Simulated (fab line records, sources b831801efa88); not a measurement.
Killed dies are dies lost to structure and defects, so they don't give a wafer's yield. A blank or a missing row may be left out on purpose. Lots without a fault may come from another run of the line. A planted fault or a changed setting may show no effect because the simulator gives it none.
One fault seen from 2 desks | flow sky130 | each desk has only its own numbers; what lay behind them comes last

THE TOOL OWNER'S DESK: pvd_sputter-02
The tool's own readings at SKY_LOCAL_INTERCONNECT_SPUTTER_00 (material TiN, target thk 100 nm, time 83.3 s): means of the sampled wafers that have a number, for each lot that ran on this tool. A lot is out of limits, marked OUT, if its mean lies more than 4 standard deviations from the usual mean; the brackets give that distance.
Columns: A = throttle_valve_pct at SKY_LOCAL_INTERCONNECT_SPUTTER_00, usual 29.5 %
lot  | first seen here | A
L417 | day 32 03:38    | 30.5
L421 | day 33 02:13    | 29.8
L422 | day 33 15:39    | 29.6
L431 | day 37 05:48    | 30.2
L430 | day 37 07:29    | 29.6
This desk's finding: nothing out of limits on any of the 5 lots.

THE METROLOGY DESK
What the gauges read, lot by lot, whatever tool the lot ran on: means of the sampled wafers that have a number. A lot is out of limits, marked OUT, if its mean lies more than 4 standard deviations from the usual mean; the brackets give that distance.
Columns: A = cd_nm at SKY_LI_CONTACT_CD_MEAS_12, usual 170.0 nm; B = LOCAL_INTERCONNECT_TIN_RS at SKY_LOCAL_INTERCONNECT_RS_MEAS_01, usual 14.05 ohm/sq; C = LOCAL_INTERCONNECT_TIN_THK at SKY_LOCAL_INTERCONNECT_THK_MEAS_02, usual 101.5 nm
lot  | first seen here | A     | B               | C
L413 | day 30 10:29    | 170.0 | 14.07           | 101.0
L414 | day 30 22:47    | 168.9 | 14.10           | 100.4
L416 | day 31 19:29    | 171.4 | 14.19           | 100.0
L417 | day 32 02:20    | 168.9 | 13.96           | 102.2
L421 | day 33 00:40    | 170.3 | 12.23 (-11) OUT | 122.3 (+17) OUT
L422 | day 33 14:10    | 169.3 | 12.11 (-12) OUT | 122.9 (+18) OUT
L426 | day 35 05:31    | 170.3 | 13.96           | 102.3
L427 | day 35 06:25    | 170.6 | 13.99           | 102.4
L432 | day 37 01:14    | 170.0 | 14.28           | 100.3
L431 | day 37 04:29    | 170.4 | 13.93           | 101.7
L430 | day 37 06:11    | 172.3 | 14.23           | 99.7
This desk's finding: out of limits on L421, L422; first on L421, day 33 02:17 (LOCAL_INTERCONNECT_TIN_RS at SKY_LOCAL_INTERCONNECT_RS_MEAS_01). In limits: L413, L414, L416, L417, L426, L427, L432, L431, L430.

PUT TOGETHER
The metrology desk could have raised an alarm at day 33 02:17, on L421, L422.
The tool owner's desk saw nothing out of limits.
The tool owner's desk has L421, L422 on record, within its limits.
Of the lots named, all ran SKY_LOCAL_INTERCONNECT_SPUTTER_00 on pvd_sputter-02.

WHAT THE SIMULATOR HAD PUT IN
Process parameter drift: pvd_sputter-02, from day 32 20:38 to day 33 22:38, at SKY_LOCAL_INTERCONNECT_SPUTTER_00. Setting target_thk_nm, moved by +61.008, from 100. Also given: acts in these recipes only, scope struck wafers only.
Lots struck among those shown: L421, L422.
Hours from the fault's start to each desk's first reading out of limits: the metrology desk, 6.
